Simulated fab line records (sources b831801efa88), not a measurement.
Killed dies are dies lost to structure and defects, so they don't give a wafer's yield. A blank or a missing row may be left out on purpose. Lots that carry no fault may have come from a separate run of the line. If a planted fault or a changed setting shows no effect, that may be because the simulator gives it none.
The tool behind it: which one? :: flow gf180mcu :: Sampling: 13 lots, 39 wafers, 4 of 602 route steps

== WHAT THE GAUGES READ, wafer by wafer ==
GF_V1_OVL_MEAS_15.
lot: L761
measured: day 19 02:18
on: overlay-02
V1_OVL (nm): -1 5 2

lot: L762
measured: day 19 06:58
on: overlay-02
V1_OVL (nm): -1 -3 0

lot: L764
measured: day 19 23:49
on: overlay-02
V1_OVL (nm): -6 9 0

lot: L765
measured: day 20 10:58
on: overlay-02
V1_OVL (nm): -6 0 -3

lot: L767
measured: day 21 05:26
on: overlay-01
V1_OVL (nm): -3 -5 4

lot: L768
measured: day 21 12:19
on: overlay-02
V1_OVL (nm): 5 0 5

lot: L769
measured: day 21 23:58
on: overlay-01
V1_OVL (nm): -5 4 -3

lot: L770
measured: day 22 06:25
on: overlay-02
V1_OVL (nm): 4 12 8

lot: L772
measured: day 23 00:55
on: overlay-01
V1_OVL (nm): -1 3 0

lot: L776
measured: day 24 08:44
on: overlay-02
V1_OVL (nm): 5 8 -2

lot: L778
measured: day 25 01:34
on: overlay-02
V1_OVL (nm): -8 -12 -5

lot: L780
measured: day 25 16:49
on: overlay-01
V1_OVL (nm): 7 6 17

lot: L781
measured: day 25 19:24
on: overlay-01
V1_OVL (nm): 11 8 -10

GF_M2_CD_MEAS_14: the cd target is 280 nm.
lot: L761
measured: day 20 04:14
on: cdSem-01
cdNm (nm): 280.6 280.3 279.6

lot: L762
measured: day 20 09:06
on: cdSem-01
cdNm (nm): 280.1 280.0 280.8

lot: L764
measured: day 21 01:53
on: cdSem-01
cdNm (nm): 280.8 280.3 279.2

lot: L765
measured: day 21 12:41
on: cdSem-02
cdNm (nm): 278.7 279.4 279.8

lot: L767
measured: day 22 06:33
on: cdSem-01
cdNm (nm): 281.5 282.3 282.7

lot: L768
measured: day 22 14:02
on: cdSem-01
cdNm (nm): 282.1 280.6 282.0

lot: L769
measured: day 23 00:29
on: cdSem-02
cdNm (nm): 281.9 282.7 281.5

lot: L770
measured: day 23 06:41
on: cdSem-02
cdNm (nm): 279.3 280.6 280.7

lot: L772
measured: day 24 01:05
on: cdSem-01
cdNm (nm): 280.9 280.3 281.2

lot: L776
measured: day 25 08:25
on: cdSem-02
cdNm (nm): 282.5 281.4 283.5

lot: L778
measured: day 26 00:14
on: cdSem-01
cdNm (nm): 275.3 276.2 276.0

lot: L780
measured: day 26 14:35
on: cdSem-01
cdNm (nm): 279.6 278.9 279.4

lot: L781
measured: day 26 17:46
on: cdSem-02
cdNm (nm): 275.4 275.7 276.5

GF_M2_OVL_MEAS_15.
lot: L761
measured: day 20 04:22
on: overlay-01
M2_OVL (nm): 1 -3 2

lot: L762
measured: day 20 09:13
on: overlay-02
M2_OVL (nm): -7 -3 2

lot: L764
measured: day 21 02:01
on: overlay-02
M2_OVL (nm): -3 3 8

lot: L765
measured: day 21 12:49
on: overlay-02
M2_OVL (nm): 10 11 10

lot: L767
measured: day 22 06:38
on: overlay-02
M2_OVL (nm): 0 3 -1

lot: L768
measured: day 22 14:10
on: overlay-02
M2_OVL (nm): 6 10 3

lot: L769
measured: day 23 00:37
on: overlay-01
M2_OVL (nm): 1 3 7

lot: L770
measured: day 23 06:49
on: overlay-02
M2_OVL (nm): 3 5 3

lot: L772
measured: day 24 01:13
on: overlay-02
M2_OVL (nm): -12 -10 -1

lot: L776
measured: day 25 08:29
on: overlay-02
M2_OVL (nm): -3 -5 -9

lot: L778
measured: day 26 00:20
on: overlay-02
M2_OVL (nm): 1 7 13

lot: L780
measured: day 26 14:40
on: overlay-02
M2_OVL (nm): -8 9 -2

lot: L781
measured: day 26 17:52
on: overlay-02
M2_OVL (nm): 4 6 -4

== TOOL THAT RAN EACH LOT (tool first, then ch and the chambers of the sampled wafers, then the start) ==
lot: L761
GF_M2_PEB_12: lithoTrack-03 ch 0, day 20 03:53

lot: L762
GF_M2_PEB_12: lithoTrack-02 ch 0, day 20 08:45

lot: L764
GF_M2_PEB_12: lithoTrack-04 ch 0, day 21 01:32

lot: L765
GF_M2_PEB_12: lithoTrack-04 ch 0, day 21 12:20

lot: L767
GF_M2_PEB_12: lithoTrack-04 ch 0, day 22 06:14

lot: L768
GF_M2_PEB_12: lithoTrack-04 ch 0, day 22 13:41

lot: L769
GF_M2_PEB_12: lithoTrack-03 ch 0, day 23 00:08

lot: L770
GF_M2_PEB_12: lithoTrack-04 ch 0, day 23 06:20

lot: L772
GF_M2_PEB_12: lithoTrack-03 ch 0, day 24 00:44

lot: L776
GF_M2_PEB_12: lithoTrack-02 ch 0, day 25 08:06

lot: L778
GF_M2_PEB_12: lithoTrack-02 ch 0, day 25 23:55

lot: L780
GF_M2_PEB_12: lithoTrack-04 ch 0, day 26 14:16

lot: L781
GF_M2_PEB_12: lithoTrack-02 ch 0, day 26 17:26
- GF_M2_PEB_12: peb time 90 s.

== AS READ BY THE TOOLS THEMSELVES (means over the sampled wafers that have a number; for cases with no such wafer, the mark the record gives instead) ==
The record holds no such reading with a usual standard deviation.

== THE ANSWER, worked out from the rows above alone ==
Rule: the lots themselves supply what counts as usual. The widest of any qualifying gaps counts: lots, ordered by their means at a reading, are off when they make up no more than a third of the lots, leave a main group of 4 or more, and stand apart from it by 3 or more times the standard deviation of that group's means. The tables above print the reading to a certain number of digits; a main group whose means all agree to those digits is not used. Also off: a lot with no number at a reading for which 4 or more lots have one. The other lots that the step has rows for count as sound. Order of review: gauges by route order, followed by the tools' own readings, for which a lot's mean as printed above is used. The first step at which some lot is off is used, and at that step the reading that is off furthest; a lot without a number counts as furthest.
Off at GF_M2_CD_MEAS_14 (cdNm): L778, L781. The main group: mean 280.8 nm, standard deviation 1.1.
If a tool, at a process step before that reading, ran all the lots that are off and no sound lot after the first of them, it fits. Gauges at GF_M2_CD_MEAS_14: tried the same way as those tools. One candidate fits, namely lithoTrack-02 at GF_M2_PEB_12. A fault onset in the window from L776 (day 25 08:06, its last sound lot) to L778 (day 25 23:55, its first lot off) fits.

== WHAT THE SIMULATOR PUT IN ==
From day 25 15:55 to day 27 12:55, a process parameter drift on lithoTrack-02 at GF_M2_PEB_12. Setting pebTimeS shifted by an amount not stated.
Shown lots that were struck: L778, L781. Same finding as the rule above.
